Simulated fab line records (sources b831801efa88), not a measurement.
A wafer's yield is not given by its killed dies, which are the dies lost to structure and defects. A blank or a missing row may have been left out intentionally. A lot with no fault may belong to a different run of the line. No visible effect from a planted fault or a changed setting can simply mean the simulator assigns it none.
Which tool was responsible? / flow sky130 / Sampling: 12 lots, 34 wafers, 4 of 708 route steps

== WHAT THE GAUGES SHOWED, per wafer ==
SKY_GATE_OXIDE_TW_MEAS_14. Usual: GATE_OXIDE_TW gives 224.9 (standard deviation 1.1).
lot=L903; measured=day 13 23:55; on=film metro-02; GATE_OXIDE_TW=225.1 225.4 225.3; flag=
lot=L904; measured=day 14 05:11; on=film metro-02; GATE_OXIDE_TW=224.0 223.8 224.2; flag=
lot=L907; measured=day 15 10:32; on=film metro-02; GATE_OXIDE_TW=225.2 225.7 226.4; flag=
lot=L908; measured=day 15 12:07; on=film metro-03; GATE_OXIDE_TW=224.4 223.8 223.4; flag=
lot=L909; measured=day 15 20:33; on=film metro-02; GATE_OXIDE_TW=226.1 226.4 225.6; flag=
lot=L916; measured=day 18 18:19; on=film metro-01; GATE_OXIDE_TW=226.8 225.5; flag=
lot=L918; measured=day 19 07:19; on=film metro-01; GATE_OXIDE_TW=225.2 226.5; flag=
lot=L922; measured=day 20 15:40; on=film metro-02; GATE_OXIDE_TW=224.8 224.1 223.9; flag=
lot=L923; measured=day 21 05:12; on=film metro-01; GATE_OXIDE_TW=225.8 227.0 225.6; flag=
lot=L924; measured=day 22 04:13; on=film metro-02; GATE_OXIDE_TW=224.4 224.4 224.9; flag=
lot=L926; measured=day 22 05:16; on=film metro-01; GATE_OXIDE_TW=225.0 224.3 226.0; flag=
lot=L925; measured=day 22 06:43; on=film metro-02; GATE_OXIDE_TW=225.8 225.4 225.4; flag=

SKY_RES_PROTECT_TW_MEAS_08. Usual: POLY_GATE_TW gives 4017 (standard deviation 31).
lot=L903; measured=day 15 05:47; on=film metro-03; POLY_GATE_TW=4026 4034 4053; flag=
lot=L904; measured=day 15 12:14; on=film metro-02; POLY_GATE_TW=4063 4047 4048; flag=
lot=L907; measured=day 16 18:40; on=film metro-03; POLY_GATE_TW=4004 4032 4001; flag=
lot=L908; measured=day 16 19:37; on=film metro-04; POLY_GATE_TW=3991 3975 3998; flag=
lot=L909; measured=day 17 06:25; on=film metro-03; POLY_GATE_TW=4038 4042 4029; flag=
lot=L916; measured=day 20 05:46; on=film metro-02; POLY_GATE_TW=4038 4046; flag=
lot=L918; measured=day 20 17:34; on=film metro-04; POLY_GATE_TW=3996 4002; flag=
lot=L922; measured=day 22 01:20; on=film metro-02; POLY_GATE_TW=4070 4069 4052; flag=
lot=L923; measured=day 22 14:11; on=film metro-04; POLY_GATE_TW=4002 3977 3987; flag=
lot=L924; measured=day 23 13:40; on=film metro-02; POLY_GATE_TW=4039 4028 4010; flag=
lot=L926; measured=day 23 14:34; on=film metro-03; POLY_GATE_TW=4021 4023 4023; flag=
lot=L925; measured=day 23 15:19; on=film metro-03; POLY_GATE_TW=4024 4015 3994; flag=

SKY_CONTACT_THK_MEAS_03. Usual: CONTACT_HDPCVD_THK gives 561 nm (standard deviation 5.2).
lot=L903; measured=day 30 10:20; on=film metro-04; CONTACT_HDPCVD_THK (nm)=567 570 569; flag=
lot=L904; measured=day 30 19:14; on=film metro-01; CONTACT_HDPCVD_THK (nm)=564 563 559; flag=
lot=L907; measured=day 32 00:57; on=film metro-04; CONTACT_HDPCVD_THK (nm)=562 571 557; flag=
lot=L908; measured=day 32 02:47; on=film metro-01; CONTACT_HDPCVD_THK (nm)=560 565 560; flag=
lot=L909; measured=day 32 08:41; on=film metro-01; CONTACT_HDPCVD_THK (nm)=567 562 554; flag=
lot=L916; measured=day 35 00:11; on=film metro-04; CONTACT_HDPCVD_THK (nm)=515 517; flag=OFF
lot=L918; measured=day 35 12:08; on=film metro-04; CONTACT_HDPCVD_THK (nm)=515 559; flag=OFF
lot=L922; measured=day 36 15:02; on=film metro-04; CONTACT_HDPCVD_THK (nm)=555 558 547; flag=
lot=L923; measured=day 36 23:31; on=film metro-04; CONTACT_HDPCVD_THK (nm)=562 559 561; flag=
lot=L924; measured=day 37 23:41; on=film metro-01; CONTACT_HDPCVD_THK (nm)=570 571 567; flag=
lot=L926; measured=day 37 19:32; on=film metro-01; CONTACT_HDPCVD_THK (nm)=560 562 553; flag=
lot=L925; measured=day 37 23:52; on=film metro-04; CONTACT_HDPCVD_THK (nm)=555 560 556; flag=

== WHAT TOOL EACH LOT RAN ON (gives the tool, then ch and the chambers of the sampled wafers, and finally the start) ==
lot=L903; SKY_CONTACT_HDPCVD_02=hdpcvd-01 ch 0,2, day 30 10:16
lot=L904; SKY_CONTACT_HDPCVD_02=hdpcvd-02 ch 0,1, day 30 19:10
lot=L907; SKY_CONTACT_HDPCVD_02=hdpcvd-01 ch 1,2, day 32 00:53
lot=L908; SKY_CONTACT_HDPCVD_02=hdpcvd-01 ch 0,2, day 32 02:43
lot=L909; SKY_CONTACT_HDPCVD_02=hdpcvd-01 ch 0,1,2, day 32 08:37
lot=L916; SKY_CONTACT_HDPCVD_02=hdpcvd-02 ch 2, day 35 00:05
lot=L918; SKY_CONTACT_HDPCVD_02=hdpcvd-02 ch 2, day 35 12:02
lot=L922; SKY_CONTACT_HDPCVD_02=hdpcvd-01 ch 0,1,2, day 36 14:58
lot=L923; SKY_CONTACT_HDPCVD_02=hdpcvd-01 ch 0,1, day 36 23:26
lot=L924; SKY_CONTACT_HDPCVD_02=hdpcvd-02 ch 0,1,2, day 37 23:37
lot=L926; SKY_CONTACT_HDPCVD_02=hdpcvd-01 ch 1,2, day 37 19:28
lot=L925; SKY_CONTACT_HDPCVD_02=hdpcvd-01 ch 0,2, day 37 23:47
- SKY_CONTACT_HDPCVD_02: deposits SiO2, target thk 565 nm, time 94.2 s.

== AS READ BY THE TOOLS THEMSELVES (means over the sampled wafers that have a number; for cases with no such wafer, the mark the record gives instead) ==
SKY_CONTACT_HDPCVD_02. Usual: run length s at 122.1 s, with a standard deviation of 0.5.
lot=L903; tool=hdpcvd-01; run length s (s)=122.1; flag=
lot=L904; tool=hdpcvd-02; run length s (s)=121.8; flag=
lot=L907; tool=hdpcvd-01; run length s (s)=122.0; flag=
lot=L908; tool=hdpcvd-01; run length s (s)=121.7; flag=
lot=L909; tool=hdpcvd-01; run length s (s)=121.8; flag=
lot=L916; tool=hdpcvd-02; run length s (s)=115.0; flag=OFF
lot=L918; tool=hdpcvd-02; run length s (s)=118.9; flag=OFF
lot=L922; tool=hdpcvd-01; run length s (s)=122.0; flag=
lot=L923; tool=hdpcvd-01; run length s (s)=122.0; flag=
lot=L924; tool=hdpcvd-02; run length s (s)=122.2; flag=
lot=L926; tool=hdpcvd-01; run length s (s)=122.0; flag=
lot=L925; tool=hdpcvd-01; run length s (s)=121.9; flag=

== THE ANSWER, worked out from the rows above alone ==
Rule: lot off if the mean of its wafers having a number is beyond 3 standard deviations from the usual mean. A lot without any number at a reading at which 4 lots or more have one is off too. The other lots that the step has rows for count as sound. First the gauges in route order, then the tools' own readings, where a lot's mean is used as printed above. The first step at which some lot is off is used, and at that step the reading that is off furthest; a lot without a number counts as furthest.
Off: L916, L918, seen at SKY_CONTACT_THK_MEAS_03 (CONTACT_HDPCVD_THK).
If a tool, at a process step before that reading, ran all the lots that are off and no sound lot after the first of them, it fits. The gauges at SKY_CONTACT_THK_MEAS_03 aren't tried: what is off there is off at SKY_CONTACT_HDPCVD_02 too, on other tools, and a gauge's error can't cause that. No candidate that was tried fits.

== WHAT THE SIMULATOR HAD INSERTED ==
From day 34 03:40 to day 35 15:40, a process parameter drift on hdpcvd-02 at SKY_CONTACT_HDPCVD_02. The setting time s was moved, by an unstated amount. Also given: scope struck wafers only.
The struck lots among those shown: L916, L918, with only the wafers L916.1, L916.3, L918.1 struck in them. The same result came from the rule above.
